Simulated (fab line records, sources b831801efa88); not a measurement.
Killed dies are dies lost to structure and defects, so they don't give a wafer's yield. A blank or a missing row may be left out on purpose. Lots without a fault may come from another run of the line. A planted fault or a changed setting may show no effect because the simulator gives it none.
Tool commonality check | flow sky130 | 7 lots, 21 wafers sampled

WHY IT WAS OPENED
At SKY_LDD_HVP_OVL_MEAS_07 the reading LDD_HVP_OVL is flagged on 2 of 7 lots. Wafers without a fault read -0.1 nm, standard deviation 1.3.
Rule: a lot is flagged when every wafer of it that has a number lies more than 4 standard deviations from that mean, or none has a number. The other lots count as sound.

lot  | measured     | on         | LDD_HVP_OVL (nm), wafer by wafer | flag
L649 | day 21 20:19 | overlay-01 | -1.6 -1.5 -1.9                   |
L650 | day 22 03:37 | overlay-02 | 0.6 1.0 1.5                      |
L651 | day 22 06:55 | overlay-02 | 2.3 1.2 2.0                      |
L652 | day 22 15:22 | overlay-02 | -0.6 1.7 1.1                     |
L660 | day 25 18:02 | overlay-02 | -68.4 -68.6 -68.0                | FLAGGED
L661 | day 26 02:31 | overlay-02 | -69.7 -67.9 -68.1                | FLAGGED
L662 | day 26 15:35 | overlay-01 | -2.5 -1.6 -2.3                   |
The numbers of the flagged lots are -68.5 nm on average: -68.4 nm against the usual, or -53 standard deviations.

WHICH TOOL RAN EACH LOT
The record holds 3 process steps before the reading, out of a route of 708 steps. In each cell: the tool, then ch and the chambers that the sampled wafers went through, then the start.
lot  | flag    | SKY_SONOS_ONO_ETCH_15              | SKY_SONOS_ONO_STRIP_17               | SKY_LDD_HVP_EXPOSE_04
L649 |         | rie_diel-04 ch 0,1, day 12 19:46   | plasma_asher-04 ch 0, day 12 19:52   | iline_stepper-02 ch 0, day 21 04:48
L650 |         | rie_diel-01 ch 0,1,2, day 13 02:58 | plasma_asher-04 ch 0,1, day 13 03:05 | iline_stepper-01 ch 0, day 21 12:18
L651 |         | rie_diel-01 ch 0,2,3, day 13 07:19 | plasma_asher-03 ch 0,1, day 13 07:26 | iline_stepper-01 ch 0, day 21 15:50
L652 |         | rie_diel-02 ch 0,1,2, day 13 11:49 | plasma_asher-01 ch 0,1, day 13 11:55 | iline_stepper-02 ch 0, day 22 00:28
L660 | FLAGGED | rie_diel-01 ch 0,1,2, day 16 12:37 | plasma_asher-03 ch 0,1, day 16 12:43 | iline_stepper-02 ch 0, day 25 03:33
L661 | FLAGGED | rie_diel-04 ch 0,3, day 16 18:07   | plasma_asher-01 ch 1, day 16 18:13   | iline_stepper-02 ch 0, day 25 11:26
L662 |         | rie_diel-02 ch 0,2,3, day 17 06:43 | plasma_asher-03 ch 0,1, day 17 06:49 | iline_stepper-01 ch 0, day 26 01:24
What these steps do:
- SKY_SONOS_ONO_ETCH_15: etches the open film in CHF3/O2, target depth 19.52 nm, time 7.8 s.
- SKY_SONOS_ONO_STRIP_17: strips in O2/N2.
- SKY_LDD_HVP_EXPOSE_04: exposes mask HVPTM, target cd 700 nm.
- SKY_LDD_HVP_OVL_MEAS_07

FLAGGED OVER TOTAL, TOOL BY TOOL (the gauges that took the reading come last)
step                    | tool             | lots run | flagged | share of the flagged lots | sound lots run after its first flagged lot
SKY_SONOS_ONO_ETCH_15   | rie_diel-01      | 3        | 1       | some                      | 0
SKY_SONOS_ONO_ETCH_15   | rie_diel-02      | 2        | 0       | none                      | -
SKY_SONOS_ONO_ETCH_15   | rie_diel-04      | 2        | 1       | some                      | 0
SKY_SONOS_ONO_STRIP_17  | plasma_asher-01  | 2        | 1       | some                      | 0
SKY_SONOS_ONO_STRIP_17  | plasma_asher-03  | 3        | 1       | some                      | 1 (L662)
SKY_SONOS_ONO_STRIP_17  | plasma_asher-04  | 2        | 0       | none                      | -
SKY_LDD_HVP_EXPOSE_04   | iline_stepper-01 | 3        | 0       | none                      | -
SKY_LDD_HVP_EXPOSE_04   | iline_stepper-02 | 4        | 2       | all                       | 0
SKY_LDD_HVP_OVL_MEAS_07 | overlay-01       | 2        | 0       | none                      | -
SKY_LDD_HVP_OVL_MEAS_07 | overlay-02       | 5        | 2       | all                       | 0

WHAT THE TABLE ALLOWS
2 rows of the table ran every flagged lot: iline_stepper-02 at SKY_LDD_HVP_EXPOSE_04, overlay-02 at SKY_LDD_HVP_OVL_MEAS_07.
- iline_stepper-02 at SKY_LDD_HVP_EXPOSE_04: 2 of its 4 lots flagged. Its last sound lot is L652 (day 22 00:28), its first flagged lot L660 (day 25 03:33): a fault that began between those two fits.
- overlay-02 at SKY_LDD_HVP_OVL_MEAS_07: 2 of its 5 lots flagged. Its last sound lot is L652 (day 22 15:22), its first flagged lot L660 (day 25 18:02): a fault that began between those two fits.
Counting lots can't tell these 2 tools apart, because each fits a fault that began at some hour. More lots, or a look at what each step does to the wafer, might.

WHAT THE SIMULATOR HAD PUT IN
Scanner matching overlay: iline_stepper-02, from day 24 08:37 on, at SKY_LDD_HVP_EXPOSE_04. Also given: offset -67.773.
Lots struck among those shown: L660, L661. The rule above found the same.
